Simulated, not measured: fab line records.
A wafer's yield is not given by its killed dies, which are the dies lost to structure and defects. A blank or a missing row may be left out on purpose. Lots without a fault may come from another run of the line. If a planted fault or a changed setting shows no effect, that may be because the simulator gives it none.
Chamber matching || flow sfq_line || SFQ_TRILAYER_A5B_DEP_PECVD_129 on pecvd-02: 3 sister chambers
The step deposits SiO2 from SiH4/N2O, time 133.33 s, target thk 600 nm. 6 wafers are shown with their chamber, then 8 later ones without.

## WAFERS, EACH WITH ITS CHAMBER
{"wafer": "L892.4", "chamber": 1, "heater_power_w (W)": 62, "showerhead_vpp_V (V)": 871}
{"wafer": "L894.5", "chamber": 1, "heater_power_w (W)": 60, "showerhead_vpp_V (V)": 861}
{"wafer": "L894.6", "chamber": 2, "heater_power_w (W)": 68, "showerhead_vpp_V (V)": 862}
{"wafer": "L904.1", "chamber": 2, "heater_power_w (W)": 67, "showerhead_vpp_V (V)": 848}
{"wafer": "L904.6", "chamber": 0, "heater_power_w (W)": 77, "showerhead_vpp_V (V)": 900}
{"wafer": "L906.1", "chamber": 0, "heater_power_w (W)": 90, "showerhead_vpp_V (V)": 918}

## WAFERS WITHOUT THEIR CHAMBER
{"wafer": "L906.2", "heater_power_w (W)": 63, "showerhead_vpp_V (V)": 858}
{"wafer": "L906.5", "heater_power_w (W)": 50, "showerhead_vpp_V (V)": 868}
{"wafer": "L907.3", "heater_power_w (W)": 60, "showerhead_vpp_V (V)": 864}
{"wafer": "L907.5", "heater_power_w (W)": 69, "showerhead_vpp_V (V)": 839}
{"wafer": "L907.6", "heater_power_w (W)": 62, "showerhead_vpp_V (V)": 851}
{"wafer": "L910.2", "heater_power_w (W)": 66, "showerhead_vpp_V (V)": 854}
{"wafer": "L910.4", "heater_power_w (W)": 63, "showerhead_vpp_V (V)": 860}
{"wafer": "L910.5", "heater_power_w (W)": 86, "showerhead_vpp_V (V)": 903}

## WHICH CHAMBER EACH WENT THROUGH
{"wafer": "L906.2", "from the rows above": "can't be placed: 1 or 2", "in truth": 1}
{"wafer": "L906.5", "from the rows above": "can't be placed: 1 or 2", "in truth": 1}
{"wafer": "L907.3", "from the rows above": "can't be placed: 1 or 2", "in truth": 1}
{"wafer": "L907.5", "from the rows above": "can't be placed: 2 or 1", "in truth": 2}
{"wafer": "L907.6", "from the rows above": "can't be placed: 2 or 1", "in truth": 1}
{"wafer": "L910.2", "from the rows above": "can't be placed: 2 or 1", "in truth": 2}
{"wafer": "L910.4", "from the rows above": "can't be placed: 1 or 2", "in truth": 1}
{"wafer": "L910.5", "from the rows above": 0, "in truth": 0}
Placed correctly: 1 of 8. Unplaceable from these rows: 7, with the true chamber sitting among the candidates in 7. Placed wrongly: 0.
How it was worked out, from the rows above alone: a wafer's distance from a chamber is the root of the sum, over the readings, of the square of ((its reading less the chamber's mean) divided by the reading's scatter). The wafer belongs to the nearest chamber; if the next one is less than 2 further off, it can't be placed. A chamber's mean is the mean of its shown wafers. How the scatter is found: for the shown wafers, subtract from each reading the mean of its chamber, square and add these, divide the total by (wafers less chambers), then take the root.
